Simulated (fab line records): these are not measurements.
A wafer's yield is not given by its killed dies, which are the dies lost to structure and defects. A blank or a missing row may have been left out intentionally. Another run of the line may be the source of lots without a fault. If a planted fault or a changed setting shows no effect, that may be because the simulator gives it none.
Lot-split experiment :: flow sfq line :: 23 wafers read across 5 lots, on a route 325 steps long

ABOUT THE SPLIT
At SFQ_TRILAYER_I2_CMP_CMP_064 (polishes SiO2), the setting leave above ref nm was moved away from the recipe's 200 nm on 8 of the 23 wafers read, by -4.9% to -2.7%. All remaining wafers had this setting at the recipe value.

FROM THE SPLIT TO THE READING: what the file shows between them, 2 steps
- SFQ_TRILAYER_I2_METRO_MEASURE_065
- SFQ_TRILAYER_I2_VIA_LITHO_COAT_067: resist thk 650 nm (also split here: spin rpm)

THE READING
oes product au, in a.u., at SFQ_TRILAYER_I2_VIA_ETCH_VIA_ETCH_070 (etches SiO2 in CHF3, stops on Nb, target depth 260 nm). Fault-free wafers of this fab line usually give 0.854 a.u., standard deviation 0.0053 a.u.

wafer: L074.2
tool, chamber at the split: cmp-02, 1
leave above ref nm as run, nm: 190.6
against the recipe: -4.7%
oes product au, a.u.: 0.830
against lot-mates on the recipe: -0.027

wafer: L074.3
tool, chamber at the split: cmp-02, 2
leave above ref nm as run, nm: 200
against the recipe: recipe
oes product au, a.u.: 0.860
against lot-mates on the recipe: -

wafer: L074.4
tool, chamber at the split: cmp-02, 0
leave above ref nm as run, nm: 190.6
against the recipe: -4.7%
oes product au, a.u.: 0.826
against lot-mates on the recipe: -0.031

wafer: L074.5
tool, chamber at the split: cmp-02, 0
leave above ref nm as run, nm: 190.6
against the recipe: -4.7%
oes product au, a.u.: 0.824
against lot-mates on the recipe: -0.033

wafer: L074.6
tool, chamber at the split: cmp-02, 1
leave above ref nm as run, nm: 200
against the recipe: recipe
oes product au, a.u.: 0.854
against lot-mates on the recipe: -

wafer: L076.1
tool, chamber at the split: cmp-01, 0
leave above ref nm as run, nm: 200
against the recipe: recipe
oes product au, a.u.: 0.852
against lot-mates on the recipe: -

wafer: L076.2
tool, chamber at the split: cmp-01, 2
leave above ref nm as run, nm: 200
against the recipe: recipe
oes product au, a.u.: 0.863
against lot-mates on the recipe: -

wafer: L076.3
tool, chamber at the split: cmp-01, 3
leave above ref nm as run, nm: 200
against the recipe: recipe
oes product au, a.u.: 0.860
against lot-mates on the recipe: -

wafer: L076.4
tool, chamber at the split: cmp-01, 1
leave above ref nm as run, nm: 200
against the recipe: recipe
oes product au, a.u.: 0.865
against lot-mates on the recipe: -

wafer: L076.6
tool, chamber at the split: cmp-01, 3
leave above ref nm as run, nm: 200
against the recipe: recipe
oes product au, a.u.: 0.856
against lot-mates on the recipe: -

wafer: L077.2
tool, chamber at the split: cmp-01, 2
leave above ref nm as run, nm: 200
against the recipe: recipe
oes product au, a.u.: 0.857
against lot-mates on the recipe: -

wafer: L077.3
tool, chamber at the split: cmp-01, 1
leave above ref nm as run, nm: 200
against the recipe: recipe
oes product au, a.u.: 0.861
against lot-mates on the recipe: -

wafer: L077.4
tool, chamber at the split: cmp-01, 0
leave above ref nm as run, nm: 190.1
against the recipe: -4.9%
oes product au, a.u.: 0.836
against lot-mates on the recipe: -0.022

wafer: L077.5
tool, chamber at the split: cmp-01, 3
leave above ref nm as run, nm: 190.1
against the recipe: -4.9%
oes product au, a.u.: 0.825
against lot-mates on the recipe: -0.033

wafer: L077.6
tool, chamber at the split: cmp-01, 0
leave above ref nm as run, nm: 200
against the recipe: recipe
oes product au, a.u.: 0.855
against lot-mates on the recipe: -

wafer: L079.1
tool, chamber at the split: cmp-02, 0
leave above ref nm as run, nm: 200
against the recipe: recipe
oes product au, a.u.: 0.855
against lot-mates on the recipe: -

wafer: L079.3
tool, chamber at the split: cmp-02, 2
leave above ref nm as run, nm: 200
against the recipe: recipe
oes product au, a.u.: 0.862
against lot-mates on the recipe: -

wafer: L079.4
tool, chamber at the split: cmp-02, 1
leave above ref nm as run, nm: 194.7
against the recipe: -2.7%
oes product au, a.u.: 0.844
against lot-mates on the recipe: -0.015

wafer: L079.5
tool, chamber at the split: cmp-02, 3
leave above ref nm as run, nm: 194.7
against the recipe: -2.7%
oes product au, a.u.: 0.845
against lot-mates on the recipe: -0.014

wafer: L079.6
tool, chamber at the split: cmp-02, 0
leave above ref nm as run, nm: 194.7
against the recipe: -2.7%
oes product au, a.u.: 0.841
against lot-mates on the recipe: -0.018

wafer: L083.1
tool, chamber at the split: cmp-01, 0
leave above ref nm as run, nm: 200
against the recipe: recipe
oes product au, a.u.: 0.859
against lot-mates on the recipe: -

wafer: L083.2
tool, chamber at the split: cmp-01, 1
leave above ref nm as run, nm: 200
against the recipe: recipe
oes product au, a.u.: 0.848
against lot-mates on the recipe: -

wafer: L083.6
tool, chamber at the split: cmp-01, 0
leave above ref nm as run, nm: 200
against the recipe: recipe
oes product au, a.u.: 0.846
against lot-mates on the recipe: -

FIT RESULTS
A straight line over all 23 wafers: oes product au changes by +0.00586 a.u. for each +1% of leave above ref nm; r = +0.92; the points scatter about the line by 0.0051 a.u.
The same after taking each lot's own level away (the mean of its wafers on the recipe; 23 wafers): +0.006 a.u. for each +1%; r = +0.95; scatter 0.0043 a.u.
On that fit, the largest move of leave above ref nm shifts the reading by 0.03 a.u.
The span of the lots' own levels, 0.8510 to 0.8592 a.u., comes to 1.5 times the standard deviation stated above.
The two slopes agree, so the slope changes little with the lot-to-lot level.
Check: for one of the wafers moved furthest among these (-4.9%), held out of the fit, the line's prediction against its lot-mates is -0.0315 a.u. Against them it came out at -0.0217 a.u.

FURTHER SPLITS ON THESE WAFERS
These wafers also went through other splits before the reading. Each is held against what the fit with the lots' levels taken away leaves over:
other split on the same wafers: SFQ_TRILAYER_I1_CMP_CMP_046 leave above ref nm
wafers away from the commonest value: 9
r with oes product au (lot level and that fit taken away): -0.10

other split on the same wafers: SFQ_TRILAYER_I1_VIA_LITHO_EXPOSE_050 dose mj
wafers away from the commonest value: 10
r with oes product au (lot level and that fit taken away): +0.20

other split on the same wafers: SFQ_TRILAYER_I1_VIA_ETCH_VIA_ETCH_052 bias w
wafers away from the commonest value: 12
r with oes product au (lot level and that fit taken away): +0.03

other split on the same wafers: SFQ_TRILAYER_M2_LITHO_COAT_062 resist thk nm
wafers away from the commonest value: 8
r with oes product au (lot level and that fit taken away): +0.16

other split on the same wafers: SFQ_TRILAYER_I2_VIA_LITHO_COAT_067 spin rpm
wafers away from the commonest value: 9
r with oes product au (lot level and that fit taken away): -0.04

THE WHOLE CHAIN: every reading that the file lists as answering this split, in the file's order
step: SFQ_TRILAYER_I2_CMP_CMP_064
what it does: polishes SiO2
reading: SiO2_of_TRILAYER_I2_DEP_PECVD_063.thk nm (the simulator's own value, which no gauge read)
change (the file's fit): +2.26 nm for each +1% of the setting
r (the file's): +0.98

step: SFQ_TRILAYER_I2_METRO_MEASURE_065
what it does: 
reading: thk nm
change (the file's fit): +2.24 nm for each +1% of the setting
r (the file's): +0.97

step: SFQ_TRILAYER_I2_VIA_ETCH_VIA_ETCH_070
what it does: etches SiO2 in CHF3, stops on Nb, target depth 260 nm
reading: oes product au
change (the file's fit): +0.00593 a.u. for each +1% of the setting
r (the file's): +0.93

step: SFQ_TRILAYER_I2_VIA_ETCH_VIA_ETCH_070
what it does: etches SiO2 in CHF3, stops on Nb, target depth 260 nm
reading: I2.feature depth nm (the simulator's own value, which no gauge read)
change (the file's fit): +2.24 nm for each +1% of the setting
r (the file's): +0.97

THE FILE'S OWN FIT
oes product au changes by +0.00593 a.u. for each +1% of leave above ref nm, r = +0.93.
